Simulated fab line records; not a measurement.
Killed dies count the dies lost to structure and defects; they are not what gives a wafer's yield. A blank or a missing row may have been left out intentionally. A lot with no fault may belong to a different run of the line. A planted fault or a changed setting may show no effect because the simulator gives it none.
fab line records	flow sky130
record: lots: 6	wafers: 18	lastDay: 50
route steps=708 shown SD_P@327 RES_XHIGH@332 SD_N@342 SALICIDE@361 PAD_OPEN@708
lots that met no fault: from a run of the same line without faults
startH: hours from the record's opening day to when the first of the lot's shown wafers began	waitH: hours from the lot's prior step to this one	" unchanged from the row above	L1.1+2: a row that stands for several wafers	- no value, or no start was given	* or withheld: withheld	< > ~ a bound
route shown NAME@n: NAME is a module with steps in the file, n the number in the route of the first one	usual: mean/standard deviation taken from wafers without a fault	same: alike in all rows	chamber/n: place in a boat	sites: per-site readings	_std_site: how widely they spread, as a standard deviation	_edge_site: the outer-site mean with the inner-site mean subtracted	radiusMm: how far each site lies from the wafer's centre	mask NAME#n: copy n	behind: the tool/chamber that last shaped the wafer	hold: why the lot went on hold/how many hours it stayed there/how the hold came to an end	device: which transistor (n, p or np) failed to switch	end of line: tests run on the same wafers once the route is complete	step lacking rows: just its recipe	killed: dies lost to structure and defects at the first sort, not the wafer's yield	map: dies across one wafer; x = killed, . = not, _ = none there
set.NAME: setting as actually run; set.NAME@STEP: the setting as run at that earlier step	model.NAME: the simulator's own value behind a step, which no gauge read
a table for each step, a row for each wafer; lots at some steps of the route
services: the hour from which a tool's chamber was out of use, counted from the record's first day as startH (under 0 if before that day), plus the number of hours and why
== steps ==
step: SKY_SD_P_CD_MEAS_07
recipe: targetCdNm: 380
usual: cdNm: 379/3
lot.wafer	tool	chamber	startH	waitH	cdNm
L128.2	cdSem-02	-	630.69	0.2	377
L128.3	"	-	"	"	375
L128.5	"	-	"	"	376
L133.2	cdSem-02	-	683.25	0.1	378
L133.3	"	-	"	"	378
L133.4	"	-	"	"	378
L132.1	cdSem-02	-	685.64	0.1	380
L132.2	"	-	"	"	378
L132.6	"	-	"	"	379
L136.3	cdSem-01	-	691.02	0.1	383
L136.4	"	-	"	"	381
L136.5	"	-	"	"	381
L141.3	cdSem-01	-	730.31	0.1	381
L141.5	"	-	"	"	381
L141.6	"	-	"	"	381
L146.1	cdSem-02	-	770.37	0.1	379
L146.2	"	-	"	"	378
L146.6	"	-	"	"	375
step: SKY_SD_P_OVL_MEAS_08
usual: SD_P_OVL: -0.1/1.3
lot.wafer	tool	chamber	startH	waitH	SD_P_OVL[nm]
L128.2	overlay-01	-	630.80	0.1	-0.3
L128.3	"	-	"	"	0.1
L128.5	"	-	"	"	-0.4
L133.2	overlay-02	-	683.35	0.1	-0.2
L133.3	"	-	"	"	-0.5
L133.4	"	-	"	"	-0.5
L132.1	overlay-01	-	685.76	0.1	-0.5
L132.2	"	-	"	"	-0.5
L132.6	"	-	"	"	0.5
L136.3	overlay-02	-	691.11	0.1	1.4
L136.4	"	-	"	"	0.3
L136.5	"	-	"	"	2.5
L141.3	overlay-01	-	730.40	0.1	-1.8
L141.5	"	-	"	"	-0.7
L141.6	"	-	"	"	0.2
L146.1	overlay-02	-	770.49	0.1	-0.2
L146.2	"	-	"	"	-0.5
L146.6	"	-	"	"	-0.5
step: SKY_SD_P_IMPLANT_09
recipe: species: BF2	energyKev: 20	doseCm2: 3e+15	tiltDeg: 0
step: SKY_SD_P_STRIP_10
recipe: chemistry: O2/N2	powerW: 1400	pressureMtorr: 1500	platenTempC: withheld	o2FlowSccm: 3000	n2FlowSccm: 300	overashFraction: 0.5
usual: drypumpMotorCurrentA: 5.7/0.41	o2FlowSccm: 2999/8.1	oesProductAu: 0.617/0.0036	stripTimeToEndpointS: 17.49/0.042
lot.wafer	tool	chamber	startH	waitH	drypumpMotorCurrentA	o2FlowSccm	oesProductAu	rfHoursCounterH	stripTimeToEndpointS
L128.2	plasmaAsher-01	0	630.98	0.1	5.7	3020	0.619	83	17.48
L128.3	"	0	"	"	5.7	3001	0.609	-	17.53
L128.5	"	0	"	"	5.7	2990	0.614	-	17.50
L133.2	plasmaAsher-02	0	683.53	0.1	5.4	3015	0.618	99	17.55
L133.3	"	0	"	"	5.4	2998	0.616	-	17.52
L133.4	"	1	"	"	5.4	2994	0.619	-	17.59
L132.1	plasmaAsher-02	0	685.95	0.1	5.3	3018	0.617	99	17.48
L132.2	"	1	"	"	5.5	3003	0.619	99	17.43
L132.6	"	0	"	"	5.3	3008	0.614	-	17.46
L136.3	plasmaAsher-01	1	691.32	0.1	5.9	3002	0.615	-	17.45
L136.4	"	0	"	"	5.7	2999	0.617	-	17.47
L136.5	"	1	"	"	5.9	3008	0.614	-	17.49
L141.3	plasmaAsher-02	1	730.61	0.1	5.5	3000	0.617	-	17.40
L141.5	"	1	"	"	5.4	3002	0.616	-	17.44
L141.6	"	0	"	"	5.4	2993	0.620	-	17.50
L146.1	plasmaAsher-04	1	770.68	0.1	5.4	3003	0.617	60	17.45
L146.2	"	0	"	"	6.6	2991	0.616	60	17.45
L146.6	"	1	"	"	5.4	2996	0.618	-	17.49
step: SKY_SD_P_TW_MEAS_11
usual: SD_P_TW: 2809/28
lot.wafer	tool	chamber	startH	waitH	SD_P_TW
L128.2	filmMetro-01	-	631.09	0.1	2773
L128.3	"	-	"	"	2758
L128.5	"	-	"	"	2769
L133.2	filmMetro-02	-	683.64	0.1	2817
L133.3	"	-	"	"	2827
L133.4	"	-	"	"	2821
L132.1	filmMetro-02	-	686.05	0.1	2821
L132.2	"	-	"	"	2828
L132.6	"	-	"	"	2819
L136.3	filmMetro-02	-	691.40	0.1	2808
L136.4	"	-	"	"	2809
L136.5	"	-	"	"	2815
L141.3	filmMetro-01	-	730.70	0.1	2774
L141.5	"	-	"	"	2778
L141.6	"	-	"	"	2774
L146.1	filmMetro-04	-	770.78	0.1	2858
L146.2	"	-	"	"	2822
L146.6	"	-	"	"	2842
step: SKY_RES_XHIGH_DEHYDRATE_00
recipe: tempC: 200	timeS: 60
step: SKY_RES_XHIGH_HMDS_01
recipe: primeTimeS: 60	primeTempC: 120
step: SKY_RES_XHIGH_COAT_02
recipe: resist: NOVOLAK	spinRpm: 3000	resistThkNm: 1140
step: SKY_RES_XHIGH_SOFTBAKE_03
recipe: tempC: 90	timeS: 60	resist: NOVOLAK
step: SKY_RES_XHIGH_EXPOSE_04
recipe: maskId: URPM	na: 0.6	sourceShape: conventional	sigmaOuter: 0.6	polarization: unpolarized	targetCdNm: 1270	doseMj: 140
step: SKY_RES_XHIGH_PEB_05
recipe: tempC: withheld	timeS: *	resist: NOVOLAK
step: SKY_RES_XHIGH_DEVELOP_06
recipe: resist: NOVOLAK	developer: TMAH	developTimeS: 60	devTempC: 23
step: SKY_RES_XHIGH_IMPLANT_07
recipe: species: BF2	energyKev: 20	doseCm2: 3.6e+14	tiltDeg: 0
usual: tiltDeg: -0.001/0.019
lot.wafer	tool	chamber	startH	waitH	tiltDeg
L128.2	implanter-03	0	659.83	0.1	-0.016
L128.3	"	0	"	"	-0.019
L128.5	"	0	"	"	-0.026
L133.2	implanter-01	0	711.12	0.1	0.009
L133.3	"	0	"	"	0.007
L133.4	"	0	"	"	-0.023
L132.1	implanter-03	0	713.90	0.1	0.009
L132.2	"	0	"	"	-0.015
L132.6	"	0	"	"	-0.031
L136.3	implanter-03	0	719.49	0.1	0.003
L136.4	"	0	"	"	0.006
L136.5	"	0	"	"	0.000
L141.3	implanter-01	0	757.85	0.1	0.004
L141.5	"	0	"	"	-0.011
L141.6	"	0	"	"	0.004
L146.1	implanter-03	0	797.27	0.1	0.001
L146.2	"	0	"	"	-0.009
L146.6	"	0	"	"	-0.006
step: SKY_RES_XHIGH_STRIP_08
recipe: chemistry: O2/N2	powerW: 1400	pressureMtorr: 1500	platenTempC: withheld	o2FlowSccm: 3000	n2FlowSccm: 300	overashFraction: 0.5
usual: drypumpMotorCurrentA: 5.64/0.24	o2FlowSccm: 3001/7.5	oesProductAu: 0.711/0.0044	stripTimeToEndpointS: 14.26/0.042
lot.wafer	tool	chamber	startH	waitH	drypumpMotorCurrentA	o2FlowSccm	oesProductAu	rfHoursCounterH	stripTimeToEndpointS
L128.2	plasmaAsher-03	1	659.95	0.1	5.64	2999	0.713	23	14.27
L128.3	"	1	"	"	5.55	3009	0.714	-	14.29
L128.5	"	1	"	"	5.61	3002	0.716	-	14.26
L133.2	plasmaAsher-01	1	711.24	0.1	5.89	2993	0.715	91	14.28
L133.3	"	1	"	"	5.88	2989	0.708	-	14.25
L133.4	"	0	"	"	5.73	3006	0.713	-	14.25
L132.1	plasmaAsher-03	0	714.05	0.1	6.01	3011	0.707	28	14.21
L132.2	"	1	"	"	5.62	3001	0.720	28	14.18
L132.6	"	1	"	"	5.64	3003	0.711	-	14.23
L136.3	plasmaAsher-01	1	719.63	0.1	5.90	2998	0.713	-	14.31
L136.4	"	0	"	"	5.73	3004	0.713	-	14.31
L136.5	"	0	"	"	5.72	2999	0.723	-	14.22
L141.3	plasmaAsher-02	1	757.99	0.1	5.47	3002	0.717	-	14.24
L141.5	"	0	"	"	5.37	2993	0.715	-	14.20
L141.6	"	1	"	"	5.48	3000	0.712	-	14.22
L146.1	plasmaAsher-03	1	797.42	0.1	5.60	3004	0.710	32	14.27
L146.2	"	0	"	"	6.04	2991	0.713	32	14.27
L146.6	"	0	"	"	6.04	2994	0.702	-	14.28
step: SKY_RES_XHIGH_TW_MEAS_09
usual: RES_XHIGH_TW: 1628/19
lot.wafer	tool	chamber	startH	waitH	RES_XHIGH_TW
L128.2	filmMetro-04	-	660.06	0.1	1649
L128.3	"	-	"	"	1653
L128.5	"	-	"	"	1647
L133.2	filmMetro-04	-	711.35	0.1	1655
L133.3	"	-	"	"	1660
L133.4	"	-	"	"	1655
L132.1	filmMetro-01	-	714.15	0.1	1606
L132.2	"	-	"	"	1473
L132.6	"	-	"	"	1612
L136.3	filmMetro-01	-	719.73	0.1	1611
L136.4	"	-	"	"	1608
L136.5	"	-	"	"	1480
L141.3	filmMetro-04	-	758.07	0.1	1649
L141.5	"	-	"	"	1651
L141.6	"	-	"	"	1667
L146.1	filmMetro-02	-	797.52	0.1	1638
L146.2	"	-	"	"	1631
L146.6	"	-	"	"	1629
step: SKY_SD_N_DEHYDRATE_00
recipe: tempC: 200	timeS: 60
step: SKY_SD_N_HMDS_01
recipe: primeTimeS: 60	primeTempC: 120
step: SKY_SD_N_COAT_02
recipe: resist: NOVOLAK	spinRpm: 3000	resistThkNm: 1140
step: SKY_SD_N_SOFTBAKE_03
recipe: tempC: 90	timeS: 60	resist: NOVOLAK
step: SKY_SD_N_EXPOSE_04
recipe: maskId: NSDM	na: 0.6	sourceShape: conventional	sigmaOuter: 0.6	polarization: unpolarized	targetCdNm: 380	doseMj: 141
step: SKY_SD_N_PEB_05
recipe: tempC: withheld	timeS: *	resist: NOVOLAK
step: SKY_SD_N_DEVELOP_06
recipe: resist: NOVOLAK	developer: TMAH	developTimeS: 60	devTempC: 23
step: SKY_SD_N_CD_MEAS_07
recipe: targetCdNm: 380
usual: cdNm: 379.8/2.4
lot.wafer	tool	chamber	startH	waitH	cdNm
L128.2	cdSem-02	-	687.46	0.1	377.9
L128.3	"	-	"	"	378.1
L128.5	"	-	"	"	379.6
L133.2	cdSem-02	-	737.70	0.1	379.0
L133.3	"	-	"	"	378.9
L133.4	"	-	"	"	376.9
L132.1	cdSem-02	-	741.39	0.1	380.3
L132.2	"	-	"	"	380.0
L132.6	"	-	"	"	380.2
L136.3	cdSem-01	-	747.92	0.1	376.8
L136.4	"	-	"	"	375.2
L136.5	"	-	"	"	375.8
L141.3	cdSem-02	-	784.44	0.1	381.8
L141.5	"	-	"	"	383.0
L141.6	"	-	"	"	382.3
L146.1	cdSem-02	-	823.63	0.1	381.9
L146.2	"	-	"	"	380.5
L146.6	"	-	"	"	382.4
step: SKY_SD_N_OVL_MEAS_08
usual: SD_N_OVL: 0.3/1.7
lot.wafer	tool	chamber	startH	waitH	SD_N_OVL[nm]
L128.2	overlay-02	-	687.57	0.1	-1.4
L128.3	"	-	"	"	-1.4
L128.5	"	-	"	"	-0.5
L133.2	overlay-02	-	737.80	0.1	-2.6
L133.3	"	-	"	"	-2.8
L133.4	"	-	"	"	-3.0
L132.1	overlay-02	-	741.51	0.1	0.9
L132.2	"	-	"	"	-0.2
L132.6	"	-	"	"	0.4
L136.3	overlay-01	-	748.01	0.1	2.0
L136.4	"	-	"	"	2.5
L136.5	"	-	"	"	-0.6
L141.3	overlay-02	-	784.54	0.1	-2.2
L141.5	"	-	"	"	-1.8
L141.6	"	-	"	"	-1.3
L146.1	overlay-02	-	823.75	0.1	-1.6
L146.2	"	-	"	"	0.1
L146.6	"	-	"	"	-0.7
step: SKY_SD_N_IMPLANT_09
recipe: species: As	energyKev: 50	doseCm2: 4e+15	tiltDeg: 0
step: SKY_SD_N_IMPLANT_10
recipe: species: P	energyKev: 20	doseCm2: 1e+14	tiltDeg: 0
step: SKY_SD_N_STRIP_11
recipe: chemistry: O2/N2	powerW: 1400	pressureMtorr: 1500	platenTempC: withheld	o2FlowSccm: 3000	n2FlowSccm: 300	overashFraction: 0.5
usual: drypumpMotorCurrentA: 5.9/0.43	o2FlowSccm: 3000/7.7	oesProductAu: 0.527/0.0043	stripTimeToEndpointS: 22.53/0.037
lot.wafer	tool	chamber	startH	waitH	drypumpMotorCurrentA	o2FlowSccm	oesProductAu	rfHoursCounterH	stripTimeToEndpointS
L128.2	plasmaAsher-04	1	687.90	0.1	5.4	3000	0.536	51	22.52
L128.3	"	1	"	"	5.4	2998	0.518	-	22.54
L128.5	"	0	"	"	6.6	2995	0.527	-	22.50
L133.2	plasmaAsher-04	1	738.13	0.1	5.4	3013	0.527	55	22.52
L133.3	"	1	"	"	5.4	3003	0.537	-	22.54
L133.4	"	0	"	"	6.6	3004	0.516	-	22.57
L132.1	plasmaAsher-01	1	741.85	0.1	5.9	3002	0.526	95	22.59
L132.2	"	0	"	"	5.7	3004	0.523	95	22.52
L132.6	"	1	"	"	5.9	3018	0.530	-	22.58
L136.3	plasmaAsher-04	1	748.37	0.1	5.4	3020	0.526	-	22.60
L136.4	"	0	"	"	6.6	3001	0.522	-	22.59
L136.5	"	0	"	"	6.6	2992	0.529	-	22.55
L141.3	plasmaAsher-01	1	784.89	0.1	5.9	2988	0.519	-	22.50
L141.5	"	1	"	"	5.9	2988	0.526	-	22.50
L141.6	"	0	"	"	5.7	2999	0.526	-	22.50
L146.1	plasmaAsher-04	0	824.08	0.1	6.6	2993	0.531	65	22.52
L146.2	"	1	"	"	5.4	3013	0.529	65	22.51
L146.6	"	0	"	"	6.5	3003	0.529	-	22.53
step: SKY_SD_N_TW_MEAS_12
usual: SD_N_TW: 3946/49
lot.wafer	tool	chamber	startH	waitH	SD_N_TW
L128.2	filmMetro-04	-	688.07	0.1	3983
L128.3	"	-	"	"	4017
L128.5	"	-	"	"	3995
L133.2	filmMetro-02	-	738.24	0.1	3985
L133.3	"	-	"	"	3956
L133.4	"	-	"	"	3974
L132.1	filmMetro-01	-	741.95	0.1	3906
L132.2	"	-	"	"	3898
L132.6	"	-	"	"	3924
L136.3	filmMetro-01	-	748.45	0.1	3907
L136.4	"	-	"	"	3906
L136.5	"	-	"	"	3892
L141.3	filmMetro-04	-	784.98	0.1	3982
L141.5	"	-	"	"	3984
L141.6	"	-	"	"	3994
L146.1	filmMetro-04	-	824.18	0.1	4035
L146.2	"	-	"	"	4021
L146.6	"	-	"	"	4018
step: SKY_SD_N_CLEAN_13
recipe: chemistry: SC1/SC2	mix: 1:4:20	tempC: 70	timeS: 150	dry: n2Spin
step: SKY_SD_N_RTA_14
recipe: tempC: 1075	timeS: 2	idleTempC: 650	rampUpCPerS: 150	rampDownCPerS: 90	ambient: N2
usual: lampPowerPct: 15.74/0.05	wafer_temp_C_max: 1078.2/1.5
lot.wafer	tool	chamber	startH	waitH	lampPowerPct	wafer_temp_C_max
L128.2	rtpAnneal-02	0	688.18	0.0	15.74	1079.1
L128.3	"	0	"	"	15.78	1081.1
L128.5	"	0	"	"	15.70	1077.5
L133.2	rtpAnneal-01	0	738.37	0.0	15.74	1080.4
L133.3	"	0	"	"	15.71	1079.7
L133.4	"	0	"	"	15.78	1080.0
L132.1	rtpAnneal-02	0	742.06	0.0	15.75	1075.8
L132.2	"	0	"	"	15.74	1076.5
L132.6	"	0	"	"	15.74	1077.8
L136.3	rtpAnneal-01	0	748.56	0.0	15.78	1077.0
L136.4	"	0	"	"	15.76	1078.1
L136.5	"	0	"	"	15.71	1078.0
L141.3	rtpAnneal-02	0	785.09	0.0	15.71	1077.4
L141.5	"	0	"	"	15.69	1079.0
L141.6	"	0	"	"	15.68	1077.0
L146.1	rtpAnneal-01	0	824.29	0.0	15.66	1076.9
L146.2	"	0	"	"	15.80	1078.8
L146.6	"	0	"	"	15.68	1079.1
step: SKY_SD_N_RS_MEAS_16
recipe: thkMeasGauge: four-point-probe
usual: SD_N_RS: 68.55/0.12
lot.wafer	tool	chamber	startH	waitH	SD_N_RS[ohm/sq]
L128.2	filmMetro-04	-	688.36	0.1	68.54
L128.3	"	-	"	"	68.58
L128.5	"	-	"	"	68.65
L133.2	filmMetro-04	-	738.60	0.1	68.58
L133.3	"	-	"	"	68.63
L133.4	"	-	"	"	68.73
L132.1	filmMetro-02	-	742.24	0.1	68.37
L132.2	"	-	"	"	68.42
L132.6	"	-	"	"	68.48
L136.3	filmMetro-04	-	748.76	0.1	68.72
L136.4	"	-	"	"	68.50
L136.5	"	-	"	"	68.68
L141.3	filmMetro-04	-	785.29	0.1	68.62
L141.5	"	-	"	"	68.43
L141.6	"	-	"	"	68.64
L146.1	filmMetro-04	-	824.47	0.1	68.58
L146.2	"	-	"	"	68.55
L146.6	"	-	"	"	68.39
step: SKY_SD_N_RS_MEAS_17
recipe: thkMeasGauge: four-point-probe
usual: SD_P_RS: 147.1/0.45
lot.wafer	tool	chamber	startH	waitH	SD_P_RS[ohm/sq]
L128.2	filmMetro-04	-	688.48	0.1	147.7
L128.3	"	-	"	"	147.2
L128.5	"	-	"	"	147.5
L133.2	filmMetro-04	-	738.72	0.1	147.8
L133.3	"	-	"	"	147.4
L133.4	"	-	"	"	147.8
L132.1	filmMetro-02	-	742.36	0.1	146.6
L132.2	"	-	"	"	146.4
L132.6	"	-	"	"	146.6
L136.3	filmMetro-04	-	748.88	0.1	148.1
L136.4	"	-	"	"	147.5
L136.5	"	-	"	"	147.9
L141.3	filmMetro-04	-	785.41	0.1	147.2
L141.5	"	-	"	"	147.4
L141.6	"	-	"	"	147.1
L146.1	filmMetro-04	-	824.59	0.1	147.3
L146.2	"	-	"	"	147.7
L146.6	"	-	"	"	147.4
step: SKY_SD_N_RS_MEAS_18
recipe: thkMeasGauge: four-point-probe
usual: RES_XHIGH_RS: 333.2/1.1
lot.wafer	tool	chamber	startH	waitH	RES_XHIGH_RS[ohm/sq]
L128.2	filmMetro-04	-	688.60	0.1	333.5
L128.3	"	-	"	"	333.9
L128.5	"	-	"	"	332.5
L133.2	filmMetro-04	-	738.84	0.1	333.4
L133.3	"	-	"	"	333.7
L133.4	"	-	"	"	333.2
L132.1	filmMetro-02	-	742.48	0.1	333.9
L132.2	"	-	"	"	421.0
L132.6	"	-	"	"	332.3
L136.3	filmMetro-04	-	749.00	0.1	332.9
L136.4	"	-	"	"	332.3
L136.5	"	-	"	"	420.1
L141.3	filmMetro-04	-	785.53	0.1	334.2
L141.5	"	-	"	"	332.4
L141.6	"	-	"	"	332.7
L146.1	filmMetro-04	-	824.71	0.1	334.1
L146.2	"	-	"	"	333.1
L146.6	"	-	"	"	332.2
step: SKY_SALICIDE_CLEAN_00
recipe: chemistry: HF-last	timeS: 30	dilution: 100:1	dry: ipaMarangoni
step: SKY_PAD_OPEN_PROBE_99
usual: killed_at_M0_to_M3: 44/7.7	killed_at_M4_up: 3.0/1.9	killedAtContacts: 25/5.6	killedAtFrontEnd: 15/4.6	killedAtOther: 0.3/0.47	killedDies: 86/9.9	killedOpen: 47/7.4	killedShort: 39/5.9
same: grossDies: 492	killedAtBackSide: 0
lot.wafer	tool	chamber	startH	waitH	killed_at_M0_to_M3	killed_at_M4_up	killedAtContacts	killedAtFrontEnd	killedAtOther	killedDies	killedOpen	killedShort	model.etest.resXhighPo.lineOhmUm	model.etest.resXhighPo.rsOhmSqRange	model.etest.resXhighPo.rsOhmSq	model.etest.resXhighPo.rsOhmSqRimLessCentre
L128.2	prober-01	-	1110.29	0.1	52	1	19	16	0	88	44	44	5447	35.96	1889	-28.83
L128.3	prober-01	-	1110.34	0.2	32	3	24	15	0	74	37	37	5495	36.74	1938	-8.229
L128.5	prober-01	-	1110.44	0.2	40	2	31	14	1	88	53	35	5303	35.88	1863	-23.94
L133.2	prober-02	-	1144.01	0.1	42	2	19	13	1	77	45	32	5771	41.84	2010	9.273
L133.3	prober-02	-	1144.06	0.2	52	2	15	20	0	89	59	30	5750	67.11	2021	-6.391
L133.4	prober-02	-	1144.11	0.2	40	3	14	15	1	73	41	32	5646	39.66	1991	8.844
L132.1	prober-01	-	1144.78	0.1	38	4	18	18	0	78	42	36	5636	123.8	1948	-111
L132.2	prober-01	-	1144.83	0.1	42	3	19	19	1	84	39	45	1.668e+04	3902	5744	-2055
L132.6	prober-01	-	1145.03	0.2	57	2	29	17	0	105	61	44	5747	87.97	2021	-81.32
L136.3	prober-01	-	1153.66	0.2	44	3	26	12	0	85	48	37	5379	80.24	1919	60.65
L136.4	prober-01	-	1153.71	0.2	43	3	25	23	0	94	48	46	5461	90.73	1942	55.24
L136.5	prober-01	-	1153.76	0.2	37	2	26	17	0	82	43	39	1.512e+04	3532	5347	-1436
L141.3	prober-01	-	1176.79	0.2	45	3	29	16	0	93	45	48	5600	45.47	1988	-25
L141.5	prober-01	-	1176.89	0.2	47	1	30	21	0	99	53	46	5736	50.31	2026	-0.2681
L141.6	prober-01	-	1176.94	0.2	55	2	27	18	1	103	57	46	5709	48.65	1984	-14.5
L146.1	prober-02	-	1199.07	0.1	49	1	21	19	1	91	55	36	5665	41.71	1982	21.89
L146.2	prober-02	-	1199.12	0.1	40	4	15	10	0	69	31	38	5713	41	1957	29.13
L146.6	prober-02	-	1199.32	0.2	26	5	14	14	0	59	33	26	5445	39.24	1884	33.26
killed by level:class
L128.2 VIA1:geometricParticle:open=10 VIA3:geometricParticle:open=8 VIA3:geometricParticle:short=7 VIA2:geometricParticle:open=7 CONTACT:geometricParticle:open=6 VIA1:geometricParticle:short=5 SONOS_ONO:geometricParticle:short=5 FIELD_ISO:geometricParticle:short=4
L128.3 CONTACT:geometricParticle:open=9 VIA1:geometricParticle:open=9 CONTACT:geometricParticle:short=7 FIELD_ISO:geometricParticle:short=5 LI_CONTACT:geometricParticle:open=5 METAL1:geometricParticle:short=5 VIA1:geometricParticle:short=4 VIA3:geometricParticle:open=4
L128.5 LI_CONTACT:geometricParticle:open=13 CONTACT:geometricParticle:open=8 VIA1:geometricParticle:open=8 VIA3:geometricParticle:open=8 POLY_GATE:geometricParticle:open=5 METAL1:geometricParticle:short=5 VIA2:geometricParticle:open=5 LI_CONTACT:geometricParticle:short=4
L133.2 VIA1:geometricParticle:open=14 METAL2:geometricParticle:short=6 CONTACT:geometricParticle:open=5 VIA3:geometricParticle:open=5 FIELD_ISO:geometricParticle:short=4 LI_CONTACT:geometricParticle:open=4 LOCAL_INTERCONNECT:geometricParticle:short=4 METAL1:geometricParticle:short=4
L133.3 VIA1:geometricParticle:open=15 FIELD_ISO:geometricParticle:open=12 VIA2:geometricParticle:open=8 VIA3:geometricParticle:open=8 LI_CONTACT:geometricParticle:open=5 METAL1:geometricParticle:short=5 VIA1:geometricParticle:short=5 METAL2:geometricParticle:short=5
L133.4 VIA1:geometricParticle:open=14 CONTACT:geometricParticle:open=7 FIELD_ISO:geometricParticle:open=4 POLY_GATE:geometricParticle:open=4 VIA3:geometricParticle:open=4 METAL2:geometricParticle:short=4 POLY_GATE:geometricParticle:short=3 LI_CONTACT:geometricParticle:open=3
L132.1 VIA2:geometricParticle:open=10 FIELD_ISO:geometricParticle:open=7 VIA1:geometricParticle:open=7 LOCAL_INTERCONNECT:geometricParticle:short=6 METAL1:geometricParticle:short=6 POLY_GATE:geometricParticle:open=5 VIA3:geometricParticle:short=5 LI_CONTACT:geometricParticle:open=4
L132.2 VIA1:geometricParticle:open=10 METAL1:geometricParticle:short=8 POLY_GATE:geometricParticle:short=7 CONTACT:geometricParticle:open=7 METAL2:geometricParticle:short=6 FIELD_ISO:geometricParticle:short=5 LI_CONTACT:geometricParticle:open=5 LOCAL_INTERCONNECT:geometricParticle:short=5
L132.6 VIA1:geometricParticle:open=20 LI_CONTACT:geometricParticle:open=11 VIA2:geometricParticle:open=9 METAL1:geometricParticle:short=7 VIA3:geometricParticle:open=7 CONTACT:geometricParticle:open=6 LI_CONTACT:geometricParticle:short=6 FIELD_ISO:geometricParticle:short=5
L136.3 VIA3:geometricParticle:open=12 LI_CONTACT:geometricParticle:open=9 VIA1:geometricParticle:open=9 CONTACT:geometricParticle:open=6 VIA1:geometricParticle:short=6 LOCAL_INTERCONNECT:geometricParticle:short=5 CONTACT:geometricParticle:short=4 METAL1:geometricParticle:short=4
L136.4 VIA1:geometricParticle:open=10 CONTACT:geometricParticle:open=9 VIA3:geometricParticle:open=9 VIA1:geometricParticle:short=7 FIELD_ISO:geometricParticle:open=6 CONTACT:geometricParticle:short=6 POLY_GATE:geometricParticle:short=5 SPACER:geometricParticle:short=5
L136.5 VIA1:geometricParticle:open=10 CONTACT:geometricParticle:open=9 LI_CONTACT:geometricParticle:open=6 METAL2:geometricParticle:short=5 LI_CONTACT:geometricParticle:short=4 VIA1:geometricParticle:short=4 CONTACT:geometricParticle:short=4 METAL1:geometricParticle:short=4
L141.3 CONTACT:geometricParticle:open=9 VIA2:geometricParticle:open=8 CONTACT:geometricParticle:short=7 FIELD_ISO:geometricParticle:short=6 LOCAL_INTERCONNECT:geometricParticle:short=6 VIA1:geometricParticle:short=6 VIA1:geometricParticle:open=6 VIA3:geometricParticle:open=6
L141.5 VIA2:geometricParticle:open=10 LI_CONTACT:geometricParticle:open=10 CONTACT:geometricParticle:open=10 VIA1:geometricParticle:open=8 FIELD_ISO:geometricParticle:short=7 METAL2:geometricParticle:short=7 CONTACT:geometricParticle:short=6 VIA3:geometricParticle:open=5
L141.6 CONTACT:geometricParticle:open=13 VIA1:geometricParticle:open=8 POLY_GATE:geometricParticle:open=7 LI_CONTACT:geometricParticle:open=7 METAL2:geometricParticle:short=7 METAL3:geometricParticle:short=7 VIA3:geometricParticle:short=7 VIA3:geometricParticle:open=7
L146.1 VIA1:geometricParticle:open=12 METAL2:geometricParticle:short=8 CONTACT:geometricParticle:open=7 METAL3:geometricParticle:short=5 VIA1:geometricParticle:short=5 VIA2:geometricParticle:open=5 VIA3:geometricParticle:open=5 FIELD_ISO:geometricParticle:open=4
L146.2 VIA2:geometricParticle:open=7 POLY_GATE:geometricParticle:short=6 METAL1:geometricParticle:short=5 CONTACT:geometricParticle:open=5 VIA1:geometricParticle:open=5 METAL3:geometricParticle:short=5 VIA1:geometricParticle:short=4 METAL2:geometricParticle:short=4
L146.6 VIA1:geometricParticle:open=8 LI_CONTACT:geometricParticle:open=6 VIA1:geometricParticle:short=6 CONTACT:geometricParticle:short=4 POLY_GATE:geometricParticle:short=3 SPACER:geometricParticle:open=3 VIA3:geometricParticle:open=3 METAL4:geometricParticle:open=3
== services ==
tool	chamber	startH	hours	kind
plasmaAsher-01	-	608.61	1.0	repair
implanter-03	-	628.94	1.4	repair
implanter-03	-	652.18	2.7	repair
plasmaAsher-02	-	657.29	1.4	repair
implanter-01	-	666.48	1.6	repair
implanter-03	-	671.24	2.1	repair
plasmaAsher-04	-	688.12	7.9	repair
implanter-03	-	699.19	3.1	pm
plasmaAsher-03	-	714.82	41.4	repair
implanter-03	-	725.31	3.4	repair
plasmaAsher-02	-	733.75	9.0	pm
plasmaAsher-02	0	733.75	9.0	ventCycle
plasmaAsher-02	1	733.75	9.0	ventCycle
plasmaAsher-02	0	742.75	-	clean
plasmaAsher-02	1	742.75	-	clean
plasmaAsher-01	-	796.90	1.2	repair
rtpAnneal-02	-	798.85	61.0	pm
== key ==
firstSign: step: SKY_RES_XHIGH_TW_MEAS_09	reading: RES_XHIGH_TW	direction: down	sigmas: 7.8	usual: 1628	struck: 1477
effect: step: SKY_SD_N_RS_MEAS_18	reading: RES_XHIGH_RS	direction: up	sigmas: 79	usual: 333.2	struck: 420.5
modelEffect: step: SKY_PAD_OPEN_PROBE_99	value: etest.resXhighPo.lineOhmUm	without: 5523	struck: 1.59e+04
metAt SKY_RES_XHIGH_IMPLANT_07
struckWafers L132.2,L136.5
testerLeftOut L132,L136
onsetBetween 659.83 713.90
fault: kind: processParameterDrift	tool: implanter-03	chamber: -	onsetH: 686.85	steps: SKY_RES_XHIGH_IMPLANT_07	channel: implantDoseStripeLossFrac	offset: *	shape: step	endH: 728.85	scope: struckWafersOnly
testerLeftOut: of these lots the tester's yield and bins aren't shown, on N5 and GAA mostly nor the transistor test; their killed dies are dies lost to structure and defects alone, not to doping, threshold or leakage, so they don't give the yield
